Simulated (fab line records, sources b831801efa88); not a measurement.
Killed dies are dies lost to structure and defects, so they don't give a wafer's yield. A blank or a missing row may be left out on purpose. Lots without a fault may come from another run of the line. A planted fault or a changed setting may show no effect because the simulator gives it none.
Which tool did it? | flow sfq_line | 14 lots, 42 wafers sampled, at 2 steps of a route of 325

WHAT THE GAUGES READ, wafer by wafer
SFQ_M4_RS_MEAS_924: measures by four-point-probe. Usual: M4_NB_RS 0.890 ohm/sq, standard deviation 0.013.
lot  | measured     | on            | M4_NB_RS (ohm/sq) | flag
L144 | day 31 00:24 | film_metro-01 | 0.891 0.896 0.886 |
L146 | day 39 15:22 | film_metro-02 | 0.891 0.890 0.882 |
L147 | day 39 22:17 | film_metro-01 | 0.882 0.867 0.880 |
L149 | day 40 06:46 | film_metro-02 | 0.898 0.895 0.889 |
L150 | day 45 14:18 | film_metro-03 | 0.883 0.888 0.900 |
L152 | day 46 16:12 | film_metro-03 | 0.654 0.651 0.649 | OFF
L154 | day 47 17:25 | film_metro-03 | 0.659 0.662 0.664 | OFF
L157 | day 48 20:44 | film_metro-02 | 0.895 0.899 0.912 |
L160 | day 50 02:09 | film_metro-02 | 0.885 0.885 0.885 |
L161 | day 50 07:41 | film_metro-03 | 0.892 0.889 0.875 |
L163 | day 51 09:56 | film_metro-02 | 0.870 0.861 0.864 |
L165 | day 51 16:16 | film_metro-01 | 0.905 0.907 0.913 |
L166 | day 51 23:01 | film_metro-02 | 0.889 0.892 0.893 |
L167 | day 52 02:34 | film_metro-02 | 0.881 0.879 0.869 |

WHICH TOOL RAN EACH LOT (tool, then ch and the chambers of the sampled wafers, then the start)
lot  | SFQ_TRILAYER_M4_DEP_SPUTTER_091
L144 | pvd_sputter-03, day 31 00:15
L146 | pvd_sputter-03, day 39 15:16
L147 | pvd_sputter-06, day 39 22:11
L149 | pvd_sputter-03, day 40 06:38
L150 | pvd_sputter-06, day 45 14:13
L152 | pvd_sputter-06, day 46 16:05
L154 | pvd_sputter-06, day 47 17:19
L157 | pvd_sputter-03, day 48 20:38
L160 | pvd_sputter-04, day 50 02:02
L161 | pvd_sputter-03, day 50 07:36
L163 | pvd_sputter-06, day 51 09:48
L165 | pvd_sputter-04, day 51 16:09
L166 | pvd_sputter-04, day 51 22:55
L167 | pvd_sputter-06, day 52 02:28
- SFQ_TRILAYER_M4_DEP_SPUTTER_091: material Nb, target thk 200 nm, time 133.3 s.

WHAT THE TOOLS THEMSELVES READ (means of the sampled wafers that have a number; where no wafer has one, the mark that the record gives instead)
SFQ_TRILAYER_M4_DEP_SPUTTER_091. Usual: cathode_dc_power_W 2000.0 W, standard deviation 0.39; throttle_valve_pct 30.1 %, standard deviation 0.92.
lot  | tool           | cathode_dc_power_W (W) | throttle_valve_pct (%) | flag
L144 | pvd_sputter-03 | 2000.0                 | 30.5                   |
L146 | pvd_sputter-03 | 1999.9                 | 30.7                   |
L147 | pvd_sputter-06 | 2000.1                 | 29.7                   |
L149 | pvd_sputter-03 | 1999.6                 | 31.0                   |
L150 | pvd_sputter-06 | 2000.2                 | 29.1                   |
L152 | pvd_sputter-06 | 2676.1                 | 30.8                   | OFF
L154 | pvd_sputter-06 | 2676.4                 | 30.4                   | OFF
L157 | pvd_sputter-03 | 2000.2                 | 30.5                   |
L160 | pvd_sputter-04 | 1999.8                 | 29.5                   |
L161 | pvd_sputter-03 | 2000.3                 | 30.7                   |
L163 | pvd_sputter-06 | 2000.3                 | 29.8                   |
L165 | pvd_sputter-04 | 2000.1                 | 29.1                   |
L166 | pvd_sputter-04 | 2000.4                 | 29.7                   |
L167 | pvd_sputter-06 | 1999.9                 | 29.8                   |

THE ANSWER, worked out from the rows above alone
Rule: a lot is off if the mean of its wafers that have a number lies more than 3 standard deviations from the usual mean. A lot without any number at a reading at which 4 lots or more have one is off too. The other lots that the step has rows for count as sound. The gauges are gone through in route order, then the tools' own readings, and for those a lot's mean is taken as printed above. The first step at which some lot is off is used, and at that step the reading that is off furthest; a lot without a number counts as furthest.
Off: L152, L154, at SFQ_M4_RS_MEAS_924 (M4_NB_RS).
A tool fits if, at a process step before that reading, it ran every lot that is off, and no sound lot after the first of them. The gauges at SFQ_M4_RS_MEAS_924 aren't tried: what is off there is off at SFQ_TRILAYER_M4_DEP_SPUTTER_091 too, on other tools, and a gauge's error can't cause that. None of those tried fits.

WHAT THE SIMULATOR HAD PUT IN
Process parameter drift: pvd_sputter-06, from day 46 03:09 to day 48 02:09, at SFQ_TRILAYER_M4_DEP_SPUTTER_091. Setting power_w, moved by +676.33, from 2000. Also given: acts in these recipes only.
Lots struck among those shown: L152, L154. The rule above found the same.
